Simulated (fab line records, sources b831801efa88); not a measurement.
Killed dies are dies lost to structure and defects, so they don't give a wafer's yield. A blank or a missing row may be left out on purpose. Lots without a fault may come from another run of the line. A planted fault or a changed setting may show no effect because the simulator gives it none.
Which tool did it? | flow sky130 | 6 lots, 18 wafers sampled, at 1 step of a route of 708

WHAT THE GAUGES READ, wafer by wafer
SKY_LOCAL_INTERCONNECT_CD_MEAS_11: target cd 170 nm.
lot  | measured     | on        | cd_nm (nm)
L726 | day 30 12:44 | cd_sem-02 | 168.9 167.6 169.1
L729 | day 31 17:10 | cd_sem-02 | 171.7 171.9 171.0
L740 | day 34 22:45 | cd_sem-02 | 168.1 168.5 169.9
L743 | day 36 14:25 | cd_sem-01 | 169.9 171.6 170.4
L745 | day 36 18:01 | cd_sem-02 | 170.2 169.8 170.5
L747 | day 37 04:28 | cd_sem-01 | 170.0 167.7 168.1

WHICH TOOL RAN EACH LOT (tool, then ch and the chambers of the sampled wafers, then the start)
The record holds no process step before these readings.

THE ANSWER, worked out from the rows above alone
Rule: what is usual is taken from the lots themselves. Put in order of their means at a reading, lots are off if they are a third of the lots or fewer, leave a main group of 4 or more, and stand apart from it by a gap of 3 or more times the standard deviation of the main group's means; of several such gaps the widest counts. A main group whose means are all the same, to the digits that the tables above print for the reading, isn't used. A lot without any number at a reading at which 4 lots or more have one is off too. The other lots that the step has rows for count as sound.
No lot is off at any reading shown: from this, nothing can be told.

WHAT THE SIMULATOR HAD PUT IN
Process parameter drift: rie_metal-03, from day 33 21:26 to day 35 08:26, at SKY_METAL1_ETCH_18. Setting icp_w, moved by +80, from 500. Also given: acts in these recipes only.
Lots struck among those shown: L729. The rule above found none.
